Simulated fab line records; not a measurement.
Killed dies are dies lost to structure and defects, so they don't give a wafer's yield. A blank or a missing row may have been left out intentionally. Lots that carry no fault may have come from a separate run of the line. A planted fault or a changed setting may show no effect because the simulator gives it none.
fab line records -- flow sky130
record: lots: 7, wafers: 21, last_day: 50
route steps=708 shown METAL2@495 VIA2@507 PAD_OPEN@708
lots that met no fault: from a run of the same line without faults
start_h: hours from the record's first day to the start of the lot's first wafer shown -- wait_h: how many hours have passed since the lot's step before this one -- " same as the row above -- L1.1+2: several wafers, shown together as one row -- - either no value or no given start -- * or withheld: withheld -- < > ~ a bound
route shown NAME@n: names a module that has steps shown in the file, with the first one's number in the route -- usual: mean and standard deviation over wafers with no fault -- same: alike in all rows -- chamber/n: place in a boat -- sites: per-site readings -- _std_site: standard deviation of those values -- _edge_site: inner sites' mean taken away from outer sites' mean -- radius_mm: for every site, how far away it sits from the centre of the wafer -- mask NAME#n: copy n -- behind: the tool/chamber that last shaped the wafer -- hold: reason for holding the lot/hours on hold/outcome of the hold -- device: transistor that didn't switch, given as n, p or np -- end of line: the route-end tests of the same wafers -- a step with no rows: only its recipe -- killed: the dies lost at the first sort to structure and to defects; this is not the yield of the wafer -- map: a wafer's dies, marking killed ones x, the rest . and places with no die _
set.NAME: setting as actually run; set.NAME@STEP: the setting as run at that earlier step -- model.NAME: the simulator's own value behind a step, which no gauge read
lots at some steps of the route; a table a step, a row a wafer
services: from which hour (start_h, from the record's first day; less than 0 if before it) a tool's chamber was out of use, for how many hours, and why
== steps ==
step: SKY_METAL2_EXPOSE_12
recipe: mask_id: MM2, na: 0.8, source_shape: annular, sigma_inner: 0.55, sigma_outer: 0.85, target_cd_nm: 140, dose_mj: 28
step: SKY_METAL2_PEB_13
recipe: peb_temp_c: withheld, peb_time_s: withheld, resist: KrF-thick
step: SKY_METAL2_DEVELOP_14
recipe: develop_time_s: 60, resist: KrF-thick, dev_temp_c: 21
step: SKY_METAL2_CD_MEAS_15
recipe: target_cd_nm: 140
usual: cd_nm: 140.0/1.8
lot.wafer,tool,chamber,start_h,wait_h,cd_nm
L730.1,cd_sem-01,-,833.66,-,139.1
L730.2,cd_sem-01,-,833.66,-,136.9
L730.5,cd_sem-01,-,833.66,-,139.1
L732.1,cd_sem-02,-,868.31,-,139.5
L732.2,cd_sem-02,-,868.31,-,139.2
L732.3,cd_sem-02,-,868.31,-,137.8
L741.1,cd_sem-02,-,923.06,-,139.8
L741.3,cd_sem-02,-,923.06,-,140.2
L741.6,cd_sem-02,-,923.06,-,141.1
L743.1,cd_sem-01,-,932.61,-,139.5
L743.2,cd_sem-01,-,932.61,-,139.7
L743.5,cd_sem-01,-,932.61,-,140.3
L747.2,cd_sem-02,-,961.94,-,140.0
L747.5,cd_sem-02,-,961.94,-,139.8
L747.6,cd_sem-02,-,961.94,-,139.2
L750.1,cd_sem-02,-,979.71,-,141.6
L750.3,cd_sem-02,-,979.71,-,142.2
L750.5,cd_sem-02,-,979.71,-,141.9
L751.2,cd_sem-02,-,987.98,-,138.0
L751.5,cd_sem-02,-,987.98,-,137.6
L751.6,cd_sem-02,-,987.98,-,139.3
step: SKY_METAL2_OVL_MEAS_16
usual: METAL2_OVL: -1/5.2
lot.wafer,tool,chamber,start_h,wait_h,METAL2_OVL[nm]
L730.1,overlay-02,-,833.78,0.1,-1
L730.2,overlay-02,-,833.78,0.1,-4
L730.5,overlay-02,-,833.78,0.1,1
L732.1,overlay-01,-,868.43,0.1,-5
L732.2,overlay-01,-,868.43,0.1,-2
L732.3,overlay-01,-,868.43,0.1,-4
L741.1,overlay-01,-,923.18,0.1,1
L741.3,overlay-01,-,923.18,0.1,10
L741.6,overlay-01,-,923.18,0.1,11
L743.1,overlay-02,-,932.73,0.1,-10
L743.2,overlay-02,-,932.73,0.1,-5
L743.5,overlay-02,-,932.73,0.1,-8
L747.2,overlay-02,-,962.04,0.1,-5
L747.5,overlay-02,-,962.04,0.1,1
L747.6,overlay-02,-,962.04,0.1,0
L750.1,overlay-02,-,979.83,0.1,6
L750.3,overlay-02,-,979.83,0.1,-1
L750.5,overlay-02,-,979.83,0.1,1
L751.2,overlay-01,-,988.09,0.1,-6
L751.5,overlay-01,-,988.09,0.1,-2
L751.6,overlay-01,-,988.09,0.1,1
step: SKY_METAL2_DESCUM_17
recipe: chemistry: O2, source_power_w: 150, bias_power_w: 0, pressure_mtorr: 10, temp_c: 40, time_s: 8
usual: drypump_motor_current_A: 5.9/0.43, oes_product_au: 0.995/0.0088
same: time_s: 8
lot.wafer,tool,chamber,start_h,wait_h,drypump_motor_current_A,oes_product_au,rf_hours_counter_h
L730.1,rie_metal-02,1,833.82,0.0,6.4,0.990,7
L730.2,rie_metal-02,0,833.82,0.0,6.0,0.992,5
L730.5,rie_metal-02,0,833.82,0.0,6.0,0.997,-
L732.1,rie_metal-03,1,868.47,0.0,5.3,0.984,12
L732.2,rie_metal-03,0,868.47,0.0,5.3,1.000,5
L732.3,rie_metal-03,1,868.47,0.0,5.3,0.990,-
L741.1,rie_metal-02,0,923.22,0.0,6.0,0.985,10
L741.3,rie_metal-02,0,923.22,0.0,6.0,0.983,-
L741.6,rie_metal-02,0,923.22,0.0,6.0,0.997,-
L743.1,rie_metal-04,0,932.77,0.0,5.9,0.999,20
L743.2,rie_metal-04,0,932.77,0.0,5.8,0.995,-
L743.5,rie_metal-04,0,932.77,0.0,5.8,1.003,-
L747.2,rie_metal-04,1,962.08,0.0,5.9,1.001,-
L747.5,rie_metal-04,1,962.08,0.0,5.9,1.006,-
L747.6,rie_metal-04,1,962.08,0.0,5.9,0.995,-
L750.1,rie_metal-03,0,979.87,0.0,5.3,1.010,10
L750.3,rie_metal-03,1,979.87,0.0,5.3,0.990,-
L750.5,rie_metal-03,0,979.87,0.0,5.3,1.012,-
L751.2,rie_metal-03,1,988.13,0.0,5.4,0.978,-
L751.5,rie_metal-03,1,988.13,0.0,5.3,0.980,-
L751.6,rie_metal-03,1,988.13,0.0,5.3,0.987,-
step: SKY_METAL2_ETCH_18
recipe: chemistry: N2/H2, target: BARC, ion_energy_ev: 200, bias_w: 100, pressure_mtorr: 30, n2_flow_sccm: 100, h2_flow_sccm: 200, icp_w: 500, stop_on: SiO2, time_s: 45.9, target_depth_a: 600
usual: drypump_motor_current_A: 5.9/0.43, n2_flow_sccm: 99.97/0.25, oes_product_au: 0.854/0.005, throttle_valve_pct: 13.224/0.0096
same: time_s: 45.9
lot.wafer,tool,chamber,start_h,wait_h,drypump_motor_current_A,n2_flow_sccm,oes_product_au,rf_hours_counter_h,throttle_valve_pct
L730.1,rie_metal-02,1,833.85,0.0,6.5,100.01,0.846,7,13.240
L730.2,rie_metal-02,0,833.85,0.0,6.0,99.80,0.853,5,13.227
L730.5,rie_metal-02,0,833.85,0.0,6.0,100.30,0.853,-,13.226
L732.1,rie_metal-03,1,868.50,0.0,5.4,100.03,0.855,12,13.219
L732.2,rie_metal-03,0,868.50,0.0,5.3,100.47,0.860,5,13.221
L732.3,rie_metal-03,1,868.50,0.0,5.4,100.10,0.855,-,13.210
L741.1,rie_metal-02,0,923.25,0.0,6.0,100.05,0.848,10,13.223
L741.3,rie_metal-02,0,923.25,0.0,6.0,99.69,0.852,-,13.223
L741.6,rie_metal-02,0,923.25,0.0,6.0,99.93,0.856,-,13.213
L743.1,rie_metal-04,0,932.83,0.1,5.9,99.76,0.853,20,13.234
L743.2,rie_metal-04,0,932.83,0.1,5.8,100.39,0.848,-,13.213
L743.5,rie_metal-04,0,932.83,0.1,5.9,100.24,0.861,-,13.224
L747.2,rie_metal-04,1,962.16,0.1,5.9,100.26,0.855,-,13.216
L747.5,rie_metal-04,1,962.16,0.1,5.9,100.39,0.851,-,13.214
L747.6,rie_metal-04,1,962.16,0.1,5.9,100.22,0.853,-,13.221
L750.1,rie_metal-03,0,979.90,0.0,5.3,100.22,0.849,10,13.241
L750.3,rie_metal-03,1,979.90,0.0,5.4,100.14,0.858,-,13.232
L750.5,rie_metal-03,0,979.90,0.0,5.3,99.88,0.852,-,13.240
L751.2,rie_metal-03,1,988.20,0.1,5.4,99.93,0.854,-,13.221
L751.5,rie_metal-03,1,988.20,0.1,5.4,100.03,0.856,-,13.220
L751.6,rie_metal-03,1,988.20,0.1,5.4,100.03,0.858,-,13.222
step: SKY_METAL2_METAL_ETCH_19
recipe: target_depth_a: 3600, stop_on: SiO2, over_etch_frac: 0.3, time_s: 78, chemistry: Cl2/BCl3, resist_sidewall_deg: 88, pressure_mtorr: 10, icp_w: 900, bias_w: 48.5, Cl2_flow_sccm: 60, bcl3_flow_sccm: 30
usual: drypump_motor_current_A: 5.9/0.44, oes_product_au: 0.854/0.0063, throttle_valve_pct: 22.264/0.0087
same: time_s: 78
lot.wafer,tool,chamber,start_h,wait_h,drypump_motor_current_A,oes_product_au,rf_hours_counter_h,throttle_valve_pct
L730.1,rie_metal-02,1,833.91,0.0,6.4,0.858,7,22.265
L730.2,rie_metal-02,0,833.91,0.0,6.0,0.860,5,22.263
L730.5,rie_metal-02,0,833.91,0.0,6.0,0.848,-,22.264
L732.1,rie_metal-03,1,868.56,0.0,5.3,0.852,13,22.275
L732.2,rie_metal-03,0,868.56,0.0,5.3,0.845,5,22.266
L732.3,rie_metal-03,1,868.56,0.0,5.4,0.855,-,22.273
L741.1,rie_metal-02,0,923.31,0.0,6.0,0.848,10,22.260
L741.3,rie_metal-02,0,923.31,0.0,6.0,0.862,-,22.268
L741.6,rie_metal-02,0,923.31,0.0,6.0,0.862,-,22.255
L743.1,rie_metal-04,0,932.96,0.1,5.9,0.870,20,22.266
L743.2,rie_metal-04,0,932.96,0.1,5.9,0.860,-,22.257
L743.5,rie_metal-04,0,932.96,0.1,5.8,0.858,-,22.265
L747.2,rie_metal-04,1,962.29,0.1,5.9,0.856,-,22.279
L747.5,rie_metal-04,1,962.29,0.1,5.9,0.859,-,22.266
L747.6,rie_metal-04,1,962.29,0.1,5.9,0.852,-,22.269
L750.1,rie_metal-03,0,979.96,0.0,5.3,0.852,10,22.270
L750.3,rie_metal-03,1,979.96,0.0,5.4,0.857,-,22.255
L750.5,rie_metal-03,0,979.96,0.0,5.3,0.861,-,22.288
L751.2,rie_metal-03,1,988.34,0.1,5.4,0.854,-,22.257
L751.5,rie_metal-03,1,988.34,0.1,5.3,0.862,-,22.253
L751.6,rie_metal-03,1,988.34,0.1,5.3,0.856,-,22.254
step: SKY_METAL2_STRIP_20
recipe: chemistry: O2/N2, power_w: 1400, pressure_mtorr: 1500, platen_temp_c: withheld, o2_flow_sccm: 3000, n2_flow_sccm: 300, overash_fraction: 0.5
usual: drypump_motor_current_A: 5.8/0.37, n2_flow_sccm: 300.0/0.94, o2_flow_sccm: 3001/9.6, oes_product_au: 0.343/0.0044, strip_time_to_endpoint_s: 2.71/0.041
lot.wafer,tool,chamber,start_h,wait_h,drypump_motor_current_A,n2_flow_sccm,o2_flow_sccm,oes_product_au,rf_hours_counter_h,strip_time_to_endpoint_s
L730.1,plasma_asher-04,0,834.00,0.1,5.9,301.2,3007,0.343,8,2.69
L730.2,plasma_asher-04,1,834.00,0.1,5.2,299.8,2997,0.338,8,2.68
L730.5,plasma_asher-04,1,834.00,0.1,5.2,302.3,3003,0.338,-,2.66
L732.1,plasma_asher-04,0,868.65,0.1,5.9,300.2,3003,0.349,12,2.72
L732.2,plasma_asher-04,1,868.65,0.1,5.3,298.5,2991,0.334,12,2.71
L732.3,plasma_asher-04,0,868.65,0.1,6.0,298.5,2995,0.339,-,2.71
L741.1,plasma_asher-04,1,923.40,0.1,5.2,300.6,2997,0.341,18,2.73
L741.3,plasma_asher-04,1,923.40,0.1,5.2,300.0,2990,0.340,-,2.70
L741.6,plasma_asher-04,0,923.40,0.1,5.9,300.3,2997,0.340,-,2.70
L743.1,plasma_asher-03,0,933.14,0.1,5.9,299.9,3008,0.340,113,2.66
L743.2,plasma_asher-03,1,933.14,0.1,5.6,300.5,2993,0.349,113,2.66
L743.5,plasma_asher-03,0,933.14,0.1,6.0,301.4,2991,0.342,-,2.67
L747.2,plasma_asher-02,1,962.44,0.1,5.8,299.5,3003,0.342,87,2.63
L747.5,plasma_asher-02,0,962.44,0.1,6.5,299.3,2999,0.338,-,2.64
L747.6,plasma_asher-02,1,962.44,0.1,5.8,301.1,3008,0.342,-,2.63
L750.1,plasma_asher-04,1,980.05,0.1,5.2,300.1,3010,0.343,24,2.67
L750.3,plasma_asher-04,0,980.05,0.1,6.0,302.2,3003,0.344,-,2.77
L750.5,plasma_asher-04,0,980.05,0.1,6.0,300.0,3003,0.348,-,2.65
L751.2,plasma_asher-02,1,988.49,0.1,5.8,301.0,3005,0.349,90,2.77
L751.5,plasma_asher-02,0,988.49,0.1,6.5,301.4,2994,0.342,-,2.76
L751.6,plasma_asher-02,1,988.49,0.1,5.8,299.6,3006,0.340,-,2.76
step: SKY_METAL2_STRIP_21
recipe: chemistry: post_etch_residue_remover, time_s: 1200, temp_c: 72.5
step: SKY_METAL2_CLEAN_22
recipe: chemistry: IPA, time_s: 180, temp_c: 25
step: SKY_METAL2_CLEAN_23
recipe: chemistry: O3/DIW, dry: n2_spin
step: SKY_VIA2_HDPCVD_00
recipe: material: SiO2, target_thk_nm: 1180, sigma_open_frac: 0.3, time_s: 196.7, temp_c: 400, sih4_flow_sccm: 60, pressure_mtorr: 6
usual: sih4_flow_sccm: 59.99/0.18
same: time_s: 196.7
lot.wafer,tool,chamber,start_h,wait_h,sih4_flow_sccm,model.SiO2_of_VIA2_HDPCVD_00.thk_nm
L730.1,hdpcvd-01,2,834.61,0.0,60.05,1169
L730.2,hdpcvd-01,1,834.61,0.0,59.80,1183
L730.5,hdpcvd-01,2,834.61,0.0,60.01,1180
L732.1,hdpcvd-02,2,869.77,0.0,59.93,1161
L732.2,hdpcvd-02,1,869.77,0.0,59.97,1164
L732.3,hdpcvd-02,0,869.77,0.0,60.19,1166
L741.1,hdpcvd-02,0,924.02,0.0,60.24,1186
L741.3,hdpcvd-02,2,924.02,0.0,60.03,1200
L741.6,hdpcvd-02,0,924.02,0.0,60.36,1201
L743.1,hdpcvd-02,1,933.77,0.0,59.78,1170
L743.2,hdpcvd-02,0,933.77,0.0,59.90,1188
L743.5,hdpcvd-02,1,933.77,0.0,59.77,1159
L747.2,hdpcvd-01,0,963.04,0.0,89.88,1763
L747.5,hdpcvd-01,0,963.04,0.0,89.85,1786
L747.6,hdpcvd-01,1,963.04,0.0,90.10,1779
L750.1,hdpcvd-01,2,980.64,0.0,90.14,1782
L750.3,hdpcvd-01,1,980.64,0.0,89.93,1787
L750.5,hdpcvd-01,0,980.64,0.0,89.86,1789
L751.2,hdpcvd-01,0,989.17,0.0,90.08,1764
L751.5,hdpcvd-01,0,989.17,0.0,90.09,1771
L751.6,hdpcvd-01,1,989.17,0.0,90.05,1747
step: SKY_VIA2_THK_MEAS_01
recipe: reads: SiO2_of_VIA2_HDPCVD_00
usual: VIA2_HDPCVD_THK: 1185/12
lot.wafer,tool,chamber,start_h,wait_h,VIA2_HDPCVD_THK[nm]
L730.1,film_metro-04,-,834.74,0.1,1168
L730.2,film_metro-04,-,834.74,0.1,1184
L730.5,film_metro-04,-,834.74,0.1,1180
L732.1,film_metro-02,-,869.90,0.1,1161
L732.2,film_metro-02,-,869.90,0.1,1164
L732.3,film_metro-02,-,869.90,0.1,1167
L741.1,film_metro-02,-,924.15,0.1,1187
L741.3,film_metro-02,-,924.15,0.1,1200
L741.6,film_metro-02,-,924.15,0.1,1201
L743.1,film_metro-04,-,933.90,0.1,1170
L743.2,film_metro-04,-,933.90,0.1,1188
L743.5,film_metro-04,-,933.90,0.1,1159
L747.2,film_metro-04,-,963.17,0.1,1763
L747.5,film_metro-04,-,963.17,0.1,1786
L747.6,film_metro-04,-,963.17,0.1,1781
L750.1,film_metro-03,-,980.77,0.1,1781
L750.3,film_metro-03,-,980.77,0.1,1787
L750.5,film_metro-03,-,980.77,0.1,1790
L751.2,film_metro-04,-,989.30,0.1,1765
L751.5,film_metro-04,-,989.30,0.1,1770
L751.6,film_metro-04,-,989.30,0.1,1746
step: SKY_VIA2_CMP_02
recipe: material: SiO2, down_force_psi: 4, platen_rpm: 60, pad_velocity_m_s: 0.94248
usual: motor_current_A: 12.4/1.3
lot.wafer,tool,chamber,start_h,wait_h,motor_current_A
L730.1,cmp-01,1,834.85,0.1,12.6
L730.2,cmp-01,2,834.85,0.1,10.3
L730.5,cmp-01,1,834.85,0.1,13.3
L732.1,cmp-02,1,870.22,0.3,14.2
L732.3,cmp-02,2,870.22,0.3,11.9
L732.2,cmp-02,0,870.22,0.3,13.0
L741.1,cmp-01,0,924.21,0.1,12.4
L741.3,cmp-01,1,924.21,0.1,13.6
L741.6,cmp-01,0,924.21,0.1,12.7
L743.2,cmp-02,0,933.96,0.0,12.6
L743.1,cmp-02,3,933.96,0.0,11.1
L743.5,cmp-02,1,933.96,0.0,15.0
L747.2,cmp-02,1,963.37,0.2,14.4
L747.5,cmp-02,2,963.37,0.2,11.5
L747.6,cmp-02,3,963.37,0.2,11.5
L750.1,cmp-01,3,980.83,0.1,11.9
L750.3,cmp-01,0,980.83,0.1,12.6
L750.5,cmp-01,3,980.83,0.1,12.8
L751.2,cmp-01,0,989.50,0.2,13.0
L751.5,cmp-01,1,989.50,0.2,13.3
L751.6,cmp-01,2,989.50,0.2,10.3
step: SKY_PAD_OPEN_PROBE_99
usual: defect_limited_yield: 82.7/1.9, killed_at_M0_to_M3: 43/6.8, killed_at_M4_up: 3.0/1.8, killed_at_contacts: 23/5.4, killed_at_front_end: 15/4.4, killed_at_other: 0.3/0.51, killed_dies: 85/9.2, killed_open: 47/6.8, killed_short: 39/6.8, sort_bin_3_pad_short: 0.8/0.43, sort_bin_5_function: 10.3/1.5, sort_bin_6_memory: 6.2/0.96, sort_n_pass: 407/9.2, sort_yield_pct: 82.7/1.9
same: gross_dies: 492, killed_at_back_side: 0, sort_bin_4_leakage[%]: 0, sort_bin_8_speed[%]: 0
lot.wafer,tool,chamber,start_h,wait_h,defect_limited_yield[%],killed_at_M0_to_M3,killed_at_M4_up,killed_at_contacts,killed_at_front_end,killed_at_other,killed_dies,killed_open,killed_short,sort_bin_3_pad_short[%],sort_bin_5_function[%],sort_bin_6_memory[%],sort_n_pass,sort_yield_pct[%]
L730.1,prober-02,-,1084.48,0.1,81.1,49,5,23,16,0,93,49,44,1.6,10.2,7.1,399,81.1
L730.2,prober-02,-,1084.53,0.1,82.9,52,1,11,20,0,84,49,35,0.6,10.4,6.1,408,82.9
L730.5,prober-02,-,1084.68,0.2,84.1,36,4,23,14,1,78,35,43,1.2,8.5,6.1,414,84.1
L732.1,prober-02,-,1112.87,0.1,79.5,44,1,32,23,1,101,57,44,0.8,12.8,6.9,391,79.5
L732.2,prober-02,-,1112.92,0.1,82.7,33,6,22,24,0,85,42,43,1.4,11.0,4.9,407,82.7
L732.3,prober-02,-,1112.97,0.2,82.1,42,2,26,17,1,88,41,47,1.0,11.0,5.9,404,82.1
L741.1,prober-01,-,1155.84,0.1,82.9,40,4,24,15,1,84,39,45,0.8,10.4,5.9,408,82.9
L741.3,prober-01,-,1155.94,0.2,82.9,40,0,30,14,0,84,44,40,1.2,9.6,6.3,408,82.9
L741.6,prober-01,-,1156.09,0.2,81.9,42,4,26,17,0,89,51,37,1.2,11.8,5.1,403,81.9
L743.1,prober-01,-,1163.38,0.1,80.9,49,3,25,17,0,94,52,42,0.6,10.8,7.7,398,80.9
L743.2,prober-01,-,1163.43,0.1,78.9,58,3,31,12,0,104,61,43,0.8,13.4,6.9,388,78.9
L743.5,prober-01,-,1163.58,0.2,79.9,56,5,24,14,0,99,55,44,0.8,12.6,6.7,393,79.9
L747.2,prober-01,-,1183.41,0.1,80.9,37,6,31,20,0,94,43,51,1.6,11.0,6.5,398,80.9
L747.5,prober-01,-,1183.56,0.2,83.5,34,8,29,10,0,81,36,45,1.2,10.4,4.9,411,83.5
L747.6,prober-01,-,1183.61,0.2,85.6,35,2,21,13,0,71,38,33,0.6,7.7,6.1,421,85.6
L750.1,prober-01,-,1194.13,0.1,84.8,37,6,22,9,1,75,38,37,0.8,9.6,4.9,417,84.8
L750.3,prober-01,-,1194.23,0.2,86.8,34,3,17,10,1,65,49,16,0.2,8.5,4.5,427,86.8
L750.5,prober-01,-,1194.33,0.2,82.7,47,4,22,12,0,85,45,40,0.2,11.2,5.9,407,82.7
L751.2,prober-01,-,1199.59,0.1,83.9,41,2,26,10,0,79,38,41,1.4,9.1,5.5,413,83.9
L751.5,prober-01,-,1199.74,0.2,82.1,50,1,25,12,0,88,41,47,1.8,10.2,5.9,404,82.1
L751.6,prober-01,-,1199.79,0.2,79.1,58,2,30,13,0,103,49,54,1.6,13.2,6.1,389,79.1
killed by level:class
L730.1 CONTACT:geometric_particle:open=11 VIA2:geometric_particle:open=10 VIA1:geometric_particle:open=9 METAL2:geometric_particle:short=7 CONTACT:geometric_particle:short=6 VIA2:geometric_particle:short=6 FIELD_ISO:geometric_particle:open=5 METAL4:geometric_particle:short=5
L730.2 VIA3:geometric_particle:open=12 VIA2:geometric_particle:open=10 VIA1:geometric_particle:open=7 FIELD_ISO:geometric_particle:open=5 POLY_GATE:geometric_particle:short=5 POLY_GATE:geometric_particle:open=5 METAL1:geometric_particle:short=5 VIA1:geometric_particle:short=4
L730.5 CONTACT:geometric_particle:open=8 LI_CONTACT:geometric_particle:open=7 METAL1:geometric_particle:short=7 VIA1:geometric_particle:open=7 FIELD_ISO:geometric_particle:short=6 VIA1:geometric_particle:short=6 VIA3:geometric_particle:open=5 METAL4:geometric_particle:short=4
L732.1 LI_CONTACT:geometric_particle:open=13 VIA1:geometric_particle:open=13 VIA3:geometric_particle:open=8 CONTACT:geometric_particle:open=7 FIELD_ISO:geometric_particle:open=6 POLY_GATE:geometric_particle:short=5 CONTACT:geometric_particle:short=5 VIA1:geometric_particle:short=5
L732.2 LI_CONTACT:geometric_particle:open=10 VIA1:geometric_particle:open=10 FIELD_ISO:geometric_particle:short=8 METAL4:geometric_particle:short=6 METAL2:geometric_particle:short=6 CONTACT:geometric_particle:open=5 POLY_GATE:geometric_particle:short=4 LI_CONTACT:geometric_particle:short=4
L732.3 VIA1:geometric_particle:open=10 CONTACT:geometric_particle:short=9 VIA3:geometric_particle:open=8 METAL2:geometric_particle:short=6 LOCAL_INTERCONNECT:geometric_particle:short=5 CONTACT:geometric_particle:open=5 POLY_GATE:geometric_particle:open=4 LI_CONTACT:geometric_particle:open=4
L741.1 CONTACT:geometric_particle:open=9 VIA1:geometric_particle:short=8 VIA3:geometric_particle:open=7 VIA3:geometric_particle:short=5 POLY_GATE:geometric_particle:open=5 LI_CONTACT:geometric_particle:open=5 POLY_GATE:geometric_particle:short=4 METAL1:geometric_particle:short=4
L741.3 LI_CONTACT:geometric_particle:open=14 VIA1:geometric_particle:open=9 METAL1:geometric_particle:short=7 CONTACT:geometric_particle:short=6 VIA3:geometric_particle:open=6 FIELD_ISO:geometric_particle:short=5 LI_CONTACT:geometric_particle:short=5 METAL2:geometric_particle:short=4
L741.6 LI_CONTACT:geometric_particle:open=9 CONTACT:geometric_particle:open=9 VIA1:geometric_particle:open=8 METAL2:geometric_particle:short=8 POLY_GATE:geometric_particle:open=5 VIA1:geometric_particle:short=5 VIA3:geometric_particle:open=5 POLY_GATE:geometric_particle:short=4
L743.1 VIA1:geometric_particle:open=11 VIA2:geometric_particle:open=10 LI_CONTACT:geometric_particle:open=8 CONTACT:geometric_particle:open=8 VIA3:geometric_particle:open=8 FIELD_ISO:geometric_particle:short=7 METAL1:geometric_particle:short=6 VIA1:geometric_particle:short=6
L743.2 VIA1:geometric_particle:open=15 CONTACT:geometric_particle:open=11 LI_CONTACT:geometric_particle:open=10 METAL2:geometric_particle:short=9 VIA1:geometric_particle:short=8 VIA2:geometric_particle:open=8 VIA3:geometric_particle:open=7 CONTACT:geometric_particle:short=5
L743.5 VIA1:geometric_particle:open=15 VIA3:geometric_particle:open=10 LI_CONTACT:geometric_particle:open=9 METAL1:geometric_particle:short=8 VIA1:geometric_particle:short=8 CONTACT:geometric_particle:short=6 CONTACT:geometric_particle:open=6 VIA2:geometric_particle:open=5
L747.2 CONTACT:geometric_particle:open=11 FIELD_ISO:geometric_particle:short=9 LI_CONTACT:geometric_particle:open=8 METAL2:geometric_particle:short=8 VIA3:geometric_particle:open=7 VIA1:geometric_particle:short=6 LOCAL_INTERCONNECT:geometric_particle:short=5 VIA1:geometric_particle:open=5
L747.5 CONTACT:geometric_particle:open=12 VIA1:geometric_particle:open=10 CONTACT:geometric_particle:short=9 METAL2:geometric_particle:short=6 METAL4:geometric_particle:short=6 LOCAL_INTERCONNECT:geometric_particle:short=4 VIA2:geometric_particle:short=4 VIA1:geometric_particle:short=4
L747.6 VIA1:geometric_particle:open=8 CONTACT:geometric_particle:open=7 LI_CONTACT:geometric_particle:open=6 METAL2:geometric_particle:short=6 FIELD_ISO:geometric_particle:short=5 FIELD_ISO:geometric_particle:open=5 METAL1:geometric_particle:short=4 POLY_GATE:geometric_particle:open=3
L750.1 CONTACT:geometric_particle:open=9 VIA1:geometric_particle:short=8 METAL1:geometric_particle:short=7 VIA1:geometric_particle:open=7 LI_CONTACT:geometric_particle:open=6 METAL4:geometric_particle:short=5 VIA3:geometric_particle:open=5 POLY_GATE:geometric_particle:open=4
L750.3 VIA1:geometric_particle:open=17 LI_CONTACT:geometric_particle:open=7 CONTACT:geometric_particle:open=4 METAL2:geometric_particle:open=4 FIELD_ISO:geometric_particle:open=3 VIA2:geometric_particle:open=3 VIA3:geometric_particle:open=3 FIELD_ISO:geometric_particle:short=2
L750.5 VIA1:geometric_particle:open=13 CONTACT:geometric_particle:open=10 METAL1:geometric_particle:short=8 LI_CONTACT:geometric_particle:open=7 VIA1:geometric_particle:short=6 VIA3:geometric_particle:short=6 METAL3:geometric_particle:short=4 FIELD_ISO:geometric_particle:open=3
L751.2 METAL2:geometric_particle:short=10 CONTACT:geometric_particle:open=8 VIA1:geometric_particle:open=6 VIA3:geometric_particle:open=6 LOCAL_INTERCONNECT:geometric_particle:short=5 LI_CONTACT:geometric_particle:open=5 VIA2:geometric_particle:short=4 FIELD_ISO:geometric_particle:short=3
L751.5 LI_CONTACT:geometric_particle:open=8 METAL1:geometric_particle:short=8 CONTACT:geometric_particle:open=6 METAL3:geometric_particle:short=6 VIA2:geometric_particle:open=6 VIA3:geometric_particle:open=6 VIA1:geometric_particle:open=5 FIELD_ISO:geometric_particle:short=4
L751.6 VIA2:geometric_particle:open=12 METAL2:geometric_particle:short=11 LI_CONTACT:geometric_particle:open=9 CONTACT:geometric_particle:open=8 POLY_GATE:geometric_particle:short=7 METAL1:geometric_particle:short=7 VIA1:geometric_particle:open=7 CONTACT:geometric_particle:short=6
== services ==
tool,chamber,start_h,hours,kind
hdpcvd-02,-,816.11,2.8,pm
rie_metal-04,1,845.53,5.7,repair
cmp-02,-,850.60,3.4,repair
plasma_asher-03,-,856.88,14.6,pm
rie_metal-04,-,857.83,14.6,pm
cmp-02,-,861.63,4.1,pm
cmp-01,-,867.69,3.2,pm
hdpcvd-01,-,868.97,2.8,pm
rie_metal-03,-,875.50,0.3,repair
hdpcvd-01,-,877.09,1.1,repair
plasma_asher-02,-,890.40,2.8,pm
rie_metal-04,-,891.31,2.8,pm
cmp-01,-,893.26,3.3,repair
cmp-01,-,912.27,4.0,pm
rie_metal-04,1,919.58,-,clean
rie_metal-03,1,924.56,20.9,repair
plasma_asher-02,-,935.86,4.3,repair
plasma_asher-04,-,942.64,4.4,repair
hdpcvd-02,-,950.25,15.0,pm
cmp-02,-,974.49,5.3,repair
plasma_asher-03,-,976.59,0.5,repair
cmp-01,-,982.13,6.0,pm
rie_metal-04,1,984.65,1.3,repair
rie_metal-03,0,987.24,25.1,repair
== key ==
first_sign: step: SKY_VIA2_HDPCVD_00, reading: sih4_flow_sccm, direction: up, sigmas: 99+, usual: 59.99, struck: 90.00
effect: step: SKY_VIA2_THK_MEAS_01, reading: VIA2_HDPCVD_THK, direction: up, sigmas: 51, usual: 1185, struck: 1774
model_effect: step: SKY_VIA2_HDPCVD_00, value: SiO2_of_VIA2_HDPCVD_00.thk_nm, without: 1184, struck: 1774
met_at SKY_VIA2_HDPCVD_00
struck_wafers L747.2,L747.5,L747.6,L750.1,L750.3,L750.5,L751.2,L751.5,L751.6
onset_between 834.61 963.04
fault: kind: process_parameter_drift, tool: hdpcvd-01, chamber: -, onset_h: 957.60, steps: SKY_VIA2_HDPCVD_00, channel: sih4_flow_sccm, offset: 30, shape: step, end_h: 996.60, acts_in: these_recipes_only, stated: 60
